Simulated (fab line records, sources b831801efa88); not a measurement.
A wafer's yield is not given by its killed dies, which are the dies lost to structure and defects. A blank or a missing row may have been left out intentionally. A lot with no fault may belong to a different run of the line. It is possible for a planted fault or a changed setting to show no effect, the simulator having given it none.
fab line records -- flow sky130
record lots=13, wafers=39, last_day=50
route steps=708 shown VT_ADJUST_NCORE@129 VT_ADJUST_HVTR@139 VT_ADJUST_PCH@153 GATE_OXIDE@200 PAD_OPEN@708
lots that met no fault: from a run of the same line without faults
start_h: the number of hours between the record's first day and the start of the first shown wafer of the lot -- wait_h: hours since the lot's step before -- " unchanged from the row above -- L1.1+2: one row covering several wafers at once -- - no value, or no start was given -- * or withheld: withheld -- < > ~ a bound
route shown NAME@n: names a module that has steps shown in the file, with the first one's number in the route -- usual: mean and standard deviation over wafers with no fault -- same: alike in all rows -- chamber/n: place in a boat -- sites: the reading at each site -- _std_site: standard deviation across them -- _edge_site: the outer-site mean with the inner-site mean subtracted -- radius_mm: how far each site lies from the wafer's centre -- mask NAME#n: copy n -- behind: the tool/chamber that last shaped the wafer -- hold: reason for holding the lot/hours on hold/outcome of the hold -- device: the transistor (n, p or np) that didn't switch -- end of line: the same wafers' tests at the end of the route -- for a step that has no rows: nothing shown but its recipe -- killed: the dies lost at the first sort to structure and to defects; this is not the yield of the wafer -- map: a wafer's dies, marking killed ones x, the rest . and places with no die _
set.NAME: the setting as run; set.NAME@STEP: as run at that earlier step -- model.NAME: the simulator's own value behind a step, which no gauge read
one table for each step of the route and one row for each wafer, over a sample of lots
services: from which hour (start_h, from the record's first day; less than 0 if before it) a tool's chamber was out of use, for how many hours, and why
## steps
# step SKY_VT_ADJUST_NCORE_STRIP_10
# recipe chemistry=O2/N2, power_w=1400, pressure_mtorr=1500, platen_temp_c=withheld, o2_flow_sccm=3000, n2_flow_sccm=300, overash_fraction=0.5
# usual drypump_motor_current_A=5.7/0.55, oes_product_au=0.716/0.0045, strip_time_to_endpoint_s=14.19/0.041
lot.wafer,tool,chamber,start_h,wait_h,drypump_motor_current_A,oes_product_au,rf_hours_counter_h,strip_time_to_endpoint_s
L716.2,plasma_asher-01,1,183.86,0.1,5.2,0.712,38,14.16
L716.4,plasma_asher-01,0,183.86,0.1,6.1,0.718,-,14.23
L716.6,plasma_asher-01,1,183.86,0.1,5.2,0.711,-,14.17
L717.1,plasma_asher-03,0,192.22,0.1,5.2,0.721,8,14.15
L717.2,plasma_asher-03,1,192.22,0.1,6.3,0.717,8,14.12
L717.4,plasma_asher-03,1,192.22,0.1,6.3,0.713,-,14.13
L718.2,plasma_asher-02,0,196.12,0.1,5.1,0.721,48,14.19
L718.3,plasma_asher-02,0,196.12,0.1,5.1,0.715,-,14.21
L718.4,plasma_asher-02,1,196.12,0.1,6.5,0.721,-,14.22
L719.2,plasma_asher-01,0,199.72,0.1,6.2,0.717,39,14.21
L719.4,plasma_asher-01,0,199.72,0.1,6.1,0.717,-,14.21
L719.6,plasma_asher-01,0,199.72,0.1,6.2,0.714,-,14.27
L728.2,plasma_asher-02,0,263.31,0.1,5.1,0.719,55,14.31
L728.4,plasma_asher-02,1,263.31,0.1,6.4,0.717,-,14.27
L728.6,plasma_asher-02,0,263.31,0.1,5.1,0.721,-,14.26
L729.2,plasma_asher-03,1,276.27,0.1,6.3,0.721,17,14.20
L729.4,plasma_asher-03,1,276.27,0.1,6.3,0.718,-,14.15
L729.5,plasma_asher-03,1,276.27,0.1,6.3,0.713,-,14.15
L730.1,plasma_asher-03,1,278.38,0.1,6.3,0.711,17,14.18
L730.3,plasma_asher-03,1,278.38,0.1,6.3,0.718,-,14.15
L730.4,plasma_asher-03,0,278.38,0.1,5.2,0.714,-,14.18
L731.2,plasma_asher-02,1,287.37,0.1,6.4,0.710,57,14.18
L731.3,plasma_asher-02,1,287.37,0.1,6.4,0.711,-,14.24
L731.4,plasma_asher-02,0,287.37,0.1,5.1,0.710,-,14.17
L733.2,plasma_asher-03,1,298.86,0.1,6.3,0.715,19,14.24
L733.3,plasma_asher-03,0,298.86,0.1,5.2,0.717,-,14.23
L733.6,plasma_asher-03,1,298.86,0.1,6.3,0.715,-,14.23
L734.1,plasma_asher-01,1,303.34,0.1,5.2,0.712,48,14.20
L734.3,plasma_asher-01,0,303.34,0.1,6.1,0.718,-,14.20
L734.4,plasma_asher-01,1,303.34,0.1,5.2,0.723,-,14.21
L735.2,plasma_asher-01,1,309.57,0.1,5.2,0.717,49,14.19
L735.5,plasma_asher-01,0,309.57,0.1,6.1,0.705,-,14.16
L735.6,plasma_asher-01,1,309.57,0.1,5.2,0.723,-,14.21
L737.1,plasma_asher-03,1,328.12,0.1,6.3,0.715,22,14.21
L737.2,plasma_asher-03,0,328.12,0.1,5.2,0.716,22,14.22
L737.5,plasma_asher-03,0,328.12,0.1,5.2,0.716,-,14.22
L739.2,plasma_asher-02,1,343.37,0.1,6.4,0.708,63,14.15
L739.4,plasma_asher-02,1,343.37,0.1,6.4,0.715,-,14.13
L739.6,plasma_asher-02,0,343.37,0.1,5.1,0.711,-,14.12
# step SKY_VT_ADJUST_HVTR_OVL_MEAS_08
# usual VT_ADJUST_HVTR_OVL=0.3/1.3
lot.wafer,tool,chamber,start_h,wait_h,VT_ADJUST_HVTR_OVL[nm]
L716.2,overlay-02,-,204.01,0.1,1.0
L716.4,overlay-02,-,204.01,0.1,-0.1
L716.6,overlay-02,-,204.01,0.1,1.3
L717.1,overlay-01,-,212.73,0.1,-0.8
L717.2,overlay-01,-,212.73,0.1,0.2
L717.4,overlay-01,-,212.73,0.1,-0.1
L718.2,overlay-02,-,217.28,0.1,2.5
L718.3,overlay-02,-,217.28,0.1,1.8
L718.4,overlay-02,-,217.28,0.1,2.1
L719.2,overlay-01,-,221.14,0.1,1.2
L719.4,overlay-01,-,221.14,0.1,-0.5
L719.6,overlay-01,-,221.14,0.1,1.4
L728.2,overlay-01,-,287.33,0.1,0.2
L728.4,overlay-01,-,287.33,0.1,0.1
L728.6,overlay-01,-,287.33,0.1,-0.1
L729.2,overlay-02,-,302.29,0.1,1.4
L729.4,overlay-02,-,302.29,0.1,0.0
L729.5,overlay-02,-,302.29,0.1,1.7
L730.1,overlay-02,-,303.98,0.1,-0.7
L730.3,overlay-02,-,303.98,0.1,-0.1
L730.4,overlay-02,-,303.98,0.1,-0.1
L731.2,overlay-02,-,314.19,0.1,0.0
L731.3,overlay-02,-,314.19,0.1,-0.4
L731.4,overlay-02,-,314.19,0.1,0.8
L733.2,overlay-02,-,324.81,0.1,2.0
L733.3,overlay-02,-,324.81,0.1,1.1
L733.6,overlay-02,-,324.81,0.1,2.9
L734.1,overlay-02,-,329.58,0.1,-3.5
L734.3,overlay-02,-,329.58,0.1,-0.9
L734.4,overlay-02,-,329.58,0.1,0.1
L735.2,overlay-01,-,336.38,0.1,1.0
L735.5,overlay-01,-,336.38,0.1,0.4
L735.6,overlay-01,-,336.38,0.1,0.6
L737.1,overlay-02,-,355.23,0.1,-1.1
L737.2,overlay-02,-,355.23,0.1,-2.7
L737.5,overlay-02,-,355.23,0.1,-2.2
L739.2,overlay-02,-,370.68,0.1,0.3
L739.4,overlay-02,-,370.68,0.1,2.4
L739.6,overlay-02,-,370.68,0.1,2.3
# step SKY_VT_ADJUST_PCH_TW_MEAS_10
# usual VT_ADJUST_PCH_TW=142.6/1.3
lot.wafer,tool,chamber,start_h,wait_h,VT_ADJUST_PCH_TW
L716.2,film_metro-01,-,226.51,0.1,141.6
L716.4,film_metro-01,-,226.51,0.1,142.2
L716.6,film_metro-01,-,226.51,0.1,143.0
L717.1,film_metro-01,-,235.67,0.1,143.4
L717.2,film_metro-01,-,235.67,0.1,143.2
L717.4,film_metro-01,-,235.67,0.1,141.1
L718.2,film_metro-04,-,240.21,0.1,140.4
L718.3,film_metro-04,-,240.21,0.1,140.8
L718.4,film_metro-04,-,240.21,0.1,140.8
L719.2,film_metro-03,-,244.86,0.1,144.3
L719.4,film_metro-03,-,244.86,0.1,144.9
L719.6,film_metro-03,-,244.86,0.1,145.2
L728.2,film_metro-03,-,314.58,0.1,143.1
L728.4,film_metro-03,-,314.58,0.1,143.1
L728.6,film_metro-03,-,314.58,0.1,143.5
L729.2,film_metro-03,-,329.01,0.1,142.9
L729.4,film_metro-03,-,329.01,0.1,143.4
L729.5,film_metro-03,-,329.01,0.1,143.0
L730.1,film_metro-03,-,330.55,0.1,143.2
L730.3,film_metro-03,-,330.55,0.1,143.7
L730.4,film_metro-03,-,330.55,0.1,144.2
L731.2,film_metro-03,-,342.11,0.1,143.3
L731.3,film_metro-03,-,342.11,0.1,141.1
L731.4,film_metro-03,-,342.11,0.1,142.5
L733.2,film_metro-04,-,353.10,0.1,141.0
L733.3,film_metro-04,-,353.10,0.1,140.7
L733.6,film_metro-04,-,353.10,0.1,141.9
L734.1,film_metro-01,-,357.29,0.1,144.0
L734.3,film_metro-01,-,357.29,0.1,143.9
L734.4,film_metro-01,-,357.29,0.1,144.4
L735.2,film_metro-03,-,364.66,0.1,144.1
L735.5,film_metro-03,-,364.66,0.1,144.5
L735.6,film_metro-03,-,364.66,0.1,144.7
L737.1,film_metro-03,-,384.76,0.2,144.5
L737.2,film_metro-03,-,384.76,0.2,144.2
L737.5,film_metro-03,-,384.76,0.2,144.4
L739.2,film_metro-04,-,400.31,0.1,141.1
L739.4,film_metro-04,-,400.31,0.1,140.9
L739.6,film_metro-04,-,400.31,0.1,140.6
# step SKY_GATE_OXIDE_STRIP_13
# recipe chemistry=O2/N2, power_w=1400, pressure_mtorr=1500, platen_temp_c=withheld, o2_flow_sccm=3000, n2_flow_sccm=300, overash_fraction=0.5
# usual drypump_motor_current_A=5.7/0.54, oes_product_au=0.716/0.0039, strip_time_to_endpoint_s=14.20/0.032
lot.wafer,tool,chamber,start_h,wait_h,drypump_motor_current_A,oes_product_au,rf_hours_counter_h,strip_time_to_endpoint_s
L716.2,plasma_asher-03,0,311.32,0.0,5.2,0.718,20,14.23
L716.4,plasma_asher-03,1,311.32,0.0,6.3,0.718,-,14.27
L716.6,plasma_asher-03,1,311.32,0.0,6.2,0.710,-,14.25
L717.1,plasma_asher-01,0,319.57,0.0,6.1,0.722,50,14.18
L717.2,plasma_asher-01,1,319.57,0.0,5.2,0.712,50,14.21
L717.4,plasma_asher-01,0,319.57,0.0,6.2,0.715,-,14.17
L718.2,plasma_asher-01,1,324.37,0.0,5.2,0.711,50,14.24
L718.3,plasma_asher-01,0,324.37,0.0,6.1,0.717,-,14.23
L718.4,plasma_asher-01,1,324.37,0.0,5.2,0.713,-,14.29
L719.2,plasma_asher-01,1,327.98,0.0,5.3,0.923,50,-
L719.4,plasma_asher-01,1,327.98,0.0,5.3,0.832,-,-
L719.6,plasma_asher-01,1,327.98,0.0,5.2,0.872,-,-
L728.2,plasma_asher-01,0,409.20,0.0,6.1,0.717,59,14.24
L728.4,plasma_asher-01,0,409.20,0.0,6.1,0.714,-,14.21
L728.6,plasma_asher-01,1,409.20,0.0,5.3,0.716,-,14.20
L729.2,plasma_asher-01,1,424.29,0.0,5.2,0.716,60,14.21
L729.4,plasma_asher-01,1,424.29,0.0,5.2,0.715,-,14.18
L729.5,plasma_asher-01,0,424.29,0.0,6.1,0.716,-,14.20
L730.1,plasma_asher-03,0,426.32,0.0,5.2,0.717,31,14.18
L730.3,plasma_asher-03,0,426.32,0.0,5.2,0.712,-,14.19
L730.4,plasma_asher-03,1,426.32,0.0,6.3,0.720,-,14.23
L731.2,plasma_asher-02,0,438.78,0.0,5.1,0.711,70,14.20
L731.3,plasma_asher-02,0,438.78,0.0,5.0,0.718,-,14.21
L731.4,plasma_asher-02,1,438.78,0.0,6.5,0.720,-,14.20
L733.2,plasma_asher-02,0,449.67,0.0,5.1,0.714,71,14.18
L733.3,plasma_asher-02,1,449.67,0.0,6.4,0.719,-,14.20
L733.6,plasma_asher-02,0,449.67,0.0,5.1,0.720,-,14.15
L734.1,plasma_asher-01,0,455.14,0.0,6.1,0.711,64,14.20
L734.3,plasma_asher-01,0,455.14,0.0,6.1,0.716,-,14.17
L734.4,plasma_asher-01,1,455.14,0.0,5.2,0.704,-,14.22
L735.2,plasma_asher-03,0,462.17,0.0,5.2,0.709,35,14.16
L735.5,plasma_asher-03,1,462.17,0.0,6.3,0.718,-,14.15
L735.6,plasma_asher-03,0,462.17,0.0,5.2,0.716,-,14.18
L737.1,plasma_asher-01,1,483.22,0.0,5.2,0.715,67,14.17
L737.2,plasma_asher-01,0,483.22,0.0,6.1,0.720,67,14.15
L737.5,plasma_asher-01,1,483.22,0.0,5.2,0.714,-,14.20
L739.2,plasma_asher-02,0,499.62,0.0,5.1,0.723,77,14.17
L739.4,plasma_asher-02,0,499.62,0.0,5.1,0.721,-,14.18
L739.6,plasma_asher-02,1,499.62,0.0,6.4,0.722,-,14.14
# step SKY_PAD_OPEN_PROBE_99
# usual killed_at_M0_to_M3=42/6.8, killed_at_M4_up=3.2/1.8, killed_at_contacts=25/5.4, killed_at_front_end=15/4.5, killed_at_other=0.3/0.56, killed_dies=85/9.7, killed_on_rim=17/3.3, killed_open=46/7.1, killed_short=39/6.5
# same gross_dies=492, killed_at_back_side=0
lot.wafer,tool,chamber,start_h,wait_h,killed_at_M0_to_M3,killed_at_M4_up,killed_at_contacts,killed_at_front_end,killed_at_other,killed_dies,killed_on_rim,killed_open,killed_short
L719.2,prober-02,-,1094.68,0.1,31,4,24,433,0,492,96,38,36
L719.4,prober-02,-,1094.78,0.2,41,5,26,420,0,492,96,55,33
L719.6,prober-02,-,1094.88,0.2,39,4,21,428,0,492,96,34,40
L728.2,prober-01,-,1143.14,0.1,37,3,36,17,0,93,20,59,34
L728.4,prober-01,-,1143.24,0.2,29,3,31,17,0,80,11,39,41
L728.6,prober-01,-,1143.34,0.2,41,2,22,18,0,83,21,45,38
L729.2,prober-01,-,1168.21,0.1,51,3,25,14,0,93,17,54,39
L729.4,prober-01,-,1168.31,0.2,43,1,35,19,0,98,24,53,45
L729.5,prober-01,-,1168.36,0.2,44,4,22,11,0,81,12,48,33
L735.2,prober-01,-,1176.28,0.1,39,0,16,11,0,66,13,42,24
L735.5,prober-01,-,1176.43,0.2,35,2,17,16,0,70,10,39,30
L735.6,prober-01,-,1176.48,0.2,46,0,31,16,0,93,20,57,36
L737.1,prober-02,-,1190.62,0.1,38,2,21,10,0,71,14,40,31
L737.2,prober-02,-,1190.67,0.1,47,2,29,12,1,91,15,35,56
L737.5,prober-02,-,1190.82,0.2,40,6,15,22,2,85,17,45,40
# killed by level:class
L719.2 GATE_OXIDE:area_oxidation=418 CONTACT:geometric_particle:open=9 METAL2:geometric_particle:short=7 LI_CONTACT:geometric_particle:open=6 FIELD_ISO:geometric_particle:short=5 VIA3:geometric_particle:open=5 LOCAL_INTERCONNECT:geometric_particle:short=4 CONTACT:geometric_particle:short=4
L719.4 GATE_OXIDE:area_oxidation=404 CONTACT:geometric_particle:open=11 VIA1:geometric_particle:open=9 VIA2:geometric_particle:open=9 METAL2:geometric_particle:short=7 VIA3:geometric_particle:open=7 LI_CONTACT:geometric_particle:open=6 POLY_GATE:geometric_particle:short=5
L719.6 GATE_OXIDE:area_oxidation=418 METAL1:geometric_particle:short=7 VIA1:geometric_particle:open=7 CONTACT:geometric_particle:open=6 METAL2:geometric_particle:short=5 VIA3:geometric_particle:open=5 LI_CONTACT:geometric_particle:open=4 POLY_GATE:geometric_particle:short=4
L728.2 CONTACT:geometric_particle:open=16 LI_CONTACT:geometric_particle:open=10 VIA3:geometric_particle:open=10 VIA1:geometric_particle:open=7 POLY_GATE:geometric_particle:short=6 POLY_GATE:geometric_particle:open=5 METAL1:geometric_particle:short=5 LOCAL_INTERCONNECT:geometric_particle:short=5
L728.4 CONTACT:geometric_particle:open=9 LI_CONTACT:geometric_particle:open=7 CONTACT:geometric_particle:short=7 LOCAL_INTERCONNECT:geometric_particle:short=6 VIA3:geometric_particle:open=6 VIA1:geometric_particle:open=5 FIELD_ISO:geometric_particle:short=4 METAL1:geometric_particle:short=4
L728.6 VIA3:geometric_particle:open=11 CONTACT:geometric_particle:open=10 FIELD_ISO:geometric_particle:short=6 VIA2:geometric_particle:open=6 METAL3:geometric_particle:short=6 FIELD_ISO:geometric_particle:open=5 METAL1:geometric_particle:short=5 VIA1:geometric_particle:open=4
L729.2 VIA1:geometric_particle:open=10 METAL1:geometric_particle:short=9 VIA2:geometric_particle:open=9 LI_CONTACT:geometric_particle:open=8 CONTACT:geometric_particle:open=7 VIA3:geometric_particle:open=7 LOCAL_INTERCONNECT:geometric_particle:short=5 FIELD_ISO:geometric_particle:open=4
L729.4 LI_CONTACT:geometric_particle:open=12 VIA1:geometric_particle:open=9 CONTACT:geometric_particle:open=9 VIA2:geometric_particle:open=8 FIELD_ISO:geometric_particle:short=7 CONTACT:geometric_particle:short=7 VIA3:geometric_particle:open=6 METAL2:geometric_particle:short=4
L729.5 VIA3:geometric_particle:open=10 CONTACT:geometric_particle:open=9 LI_CONTACT:geometric_particle:open=6 VIA1:geometric_particle:open=6 VIA2:geometric_particle:open=5 METAL3:geometric_particle:short=4 VIA1:geometric_particle:short=4 METAL2:geometric_particle:short=4
L735.2 VIA1:geometric_particle:open=9 LI_CONTACT:geometric_particle:open=7 VIA2:geometric_particle:open=7 CONTACT:geometric_particle:open=5 FIELD_ISO:geometric_particle:short=4 POLY_GATE:geometric_particle:open=4 VIA1:geometric_particle:short=4 METAL2:geometric_particle:short=4
L735.5 CONTACT:geometric_particle:open=7 VIA1:geometric_particle:open=7 VIA2:geometric_particle:open=6 VIA3:geometric_particle:open=6 FIELD_ISO:geometric_particle:short=5 METAL2:geometric_particle:short=5 LI_CONTACT:geometric_particle:open=4 LOCAL_INTERCONNECT:geometric_particle:short=4
L735.6 VIA1:geometric_particle:open=14 CONTACT:geometric_particle:open=12 VIA2:geometric_particle:open=8 LI_CONTACT:geometric_particle:open=7 VIA3:geometric_particle:open=6 LOCAL_INTERCONNECT:geometric_particle:short=5 FIELD_ISO:geometric_particle:short=4 FIELD_ISO:geometric_particle:open=4
L737.1 VIA1:geometric_particle:open=10 METAL1:geometric_particle:short=10 FIELD_ISO:geometric_particle:open=7 LI_CONTACT:geometric_particle:open=7 CONTACT:geometric_particle:open=7 VIA3:geometric_particle:open=5 VIA1:geometric_particle:short=4 METAL2:geometric_particle:short=3
L737.2 LI_CONTACT:geometric_particle:open=8 VIA3:geometric_particle:short=8 METAL2:geometric_particle:short=7 CONTACT:geometric_particle:open=7 CONTACT:geometric_particle:short=6 VIA1:geometric_particle:short=6 LOCAL_INTERCONNECT:geometric_particle:short=5 METAL1:geometric_particle:short=5
L737.5 POLY_GATE:geometric_particle:open=9 VIA3:geometric_particle:open=9 VIA1:geometric_particle:open=7 VIA1:geometric_particle:short=7 CONTACT:geometric_particle:open=6 FIELD_ISO:geometric_particle:open=5 METAL1:geometric_particle:short=5 METAL4:geometric_particle:short=5
## services
tool,chamber,start_h,hours,kind
plasma_asher-02,-,162.67,11.3,repair
plasma_asher-01,-,188.62,6.2,repair
plasma_asher-02,-,204.79,2.6,repair
plasma_asher-01,-,226.73,4.3,pm
plasma_asher-02,-,262.18,0.8,repair
plasma_asher-01,-,274.47,4.6,repair
plasma_asher-01,-,291.46,4.9,repair
plasma_asher-02,-,351.98,2.8,pm
plasma_asher-03,-,352.84,3.9,repair
plasma_asher-03,-,387.99,2.4,repair
plasma_asher-02,-,421.21,13.7,pm
plasma_asher-01,-,466.19,2.4,repair
plasma_asher-01,-,493.01,11.0,repair
## key
first_sign step=SKY_GATE_OXIDE_STRIP_13, reading=oes_product_au, direction=up, sigmas=41, usual=0.716, struck=0.876
effect step=SKY_PAD_OPEN_PROBE_99, reading=killed_at_front_end, direction=up, sigmas=91, usual=15, struck=427
more_kills_born_at SKY_GATE_OXIDE_OXIDATION_16@furnace-02=1240
met_at SKY_GATE_OXIDE_STRIP_13
struck_lots L719
later_rows_left_out L719.2,L719.4,L719.6
tester_left_out L719
not_acting_at SKY_VT_ADJUST_NCORE_STRIP_10,SKY_VT_ADJUST_HVTR_OVL_MEAS_08,SKY_VT_ADJUST_PCH_TW_MEAS_10
onset_between 324.37 327.98
fault kind=strip_aborted, tool=plasma_asher-01, chamber=-, onset_h=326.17, steps=SKY_GATE_OXIDE_STRIP_13, offset=1, end_h=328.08
# tester_left_out: of these lots the tester's yield and bins aren't shown, on N5 and GAA mostly nor the transistor test; their killed dies are dies lost to structure and defects alone, not to doping, threshold or leakage, so they don't give the yield
# later_rows_left_out: the simulator's readings of these wafers behind a module that went badly wrong aren't trusted and aren't shown, but for the sort
